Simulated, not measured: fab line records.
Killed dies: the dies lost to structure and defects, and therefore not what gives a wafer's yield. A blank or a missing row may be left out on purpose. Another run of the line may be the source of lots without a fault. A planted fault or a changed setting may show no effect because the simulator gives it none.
2 desks, one fault :: flow gf180mcu :: each desk holds nothing but its own numbers, with what lay behind them at the end

== AT THE METROLOGY DESK ==
Means of the sampled wafers that have a number, per lot and without regard to the tool the lot ran on: this is what the gauges read. The brackets show how far a lot's mean lies from the usual mean; more than 4 standard deviations puts the lot out of limits, marked OUT.
Columns: A = MVPSD_TW at GF_MVPSD_TW_MEAS_11, usual 556.9; B = MVPSD_RS at GF_VT_IMPLANT_RS_MEAS_49, usual 1168 ohm/sq; C = V2_BOW at GF_V2_BOW_MEAS_05, usual 101 um
lot: L438
first seen here: day 5 18:22
A: 556.2
B: 1172
C: 98

lot: L440
first seen here: day 6 00:37
A: 558.6
B: 1168
C: 107

lot: L439
first seen here: day 6 02:04
A: 558.3
B: 1165
C: 100

lot: L442
first seen here: day 6 12:19
A: 557.3
B: 1172
C: 96

lot: L445
first seen here: day 7 04:11
A: 572.1 (+6.3) OUT
B: 1058 (-31) OUT
C: 106

lot: L446
first seen here: day 7 12:28
A: 575.1 (+7.6) OUT
B: 1059 (-31) OUT
C: 90

lot: L447
first seen here: day 7 18:58
A: 554.2
B: 1174
C: 105

lot: L453
first seen here: day 9 07:53
A: 560.0
B: 1166
C: 99

lot: L457
first seen here: day 10 04:20
A: 560.4
B: 1163
C: 100

lot: L458
first seen here: day 10 11:10
A: 554.8
B: 1171
C: 104

lot: L459
first seen here: day 10 16:59
A: 554.2
B: 1165
C: 101
Finding of this desk: L445, L446 out of limits, first seen on L445 at day 7 04:11 (MVPSD_TW at GF_MVPSD_TW_MEAS_11). Within limits: L438, L440, L439, L442, L447, L453, L457, L458, L459.

== DESK OF THE TOOL OWNER: implanter-04 ==
For each lot that ran on this tool, the mean over its sampled wafers that have a number, from the tool's own readings at GF_MVPSD_IMPLANT_09. The brackets show how far a lot's mean lies from the usual mean; more than 4 standard deviations puts the lot out of limits, marked OUT.
Columns: A = dose ions cm2 at GF_MVPSD_IMPLANT_09, usual 4.998e+12; B = faraday current uA at GF_MVPSD_IMPLANT_09, usual 28.2
lot: L439
first seen here: day 6 01:50
A: 4.999e+12
B: 27.9

lot: L445
first seen here: day 7 03:56
A: 8.057e+12 (+99 or more) OUT
B: 45.3 (+29) OUT

lot: L446
first seen here: day 7 12:13
A: 8.054e+12 (+99 or more) OUT
B: 45.7 (+29) OUT

lot: L458
first seen here: day 10 10:55
A: 5.000e+12
B: 28.2

lot: L459
first seen here: day 10 16:44
A: 4.996e+12
B: 28.1
This desk finds L445, L446 out of limits, L445 being first, at day 7 03:56 (dose ions cm2 at GF_MVPSD_IMPLANT_09). Within limits: L439, L458, L459.

== TAKEN TOGETHER ==
At day 7 03:56, on L445, L446, the tool owner's desk was in a position to raise an alarm.
At day 7 04:11 the metrology desk could have sounded an alarm, on L445, L446.
On implanter-04, each named lot ran GF_MVPSD_IMPLANT_09.

== WHAT THE SIMULATOR HAD INSERTED ==
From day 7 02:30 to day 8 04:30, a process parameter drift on implanter-04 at GF_MVPSD_IMPLANT_09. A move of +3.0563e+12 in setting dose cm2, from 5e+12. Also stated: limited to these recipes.
Struck lots among those shown: L445, L446.
Time in hours from fault onset to the first out-of-limits reading at each desk: tool owner's desk 1, metrology desk 2.
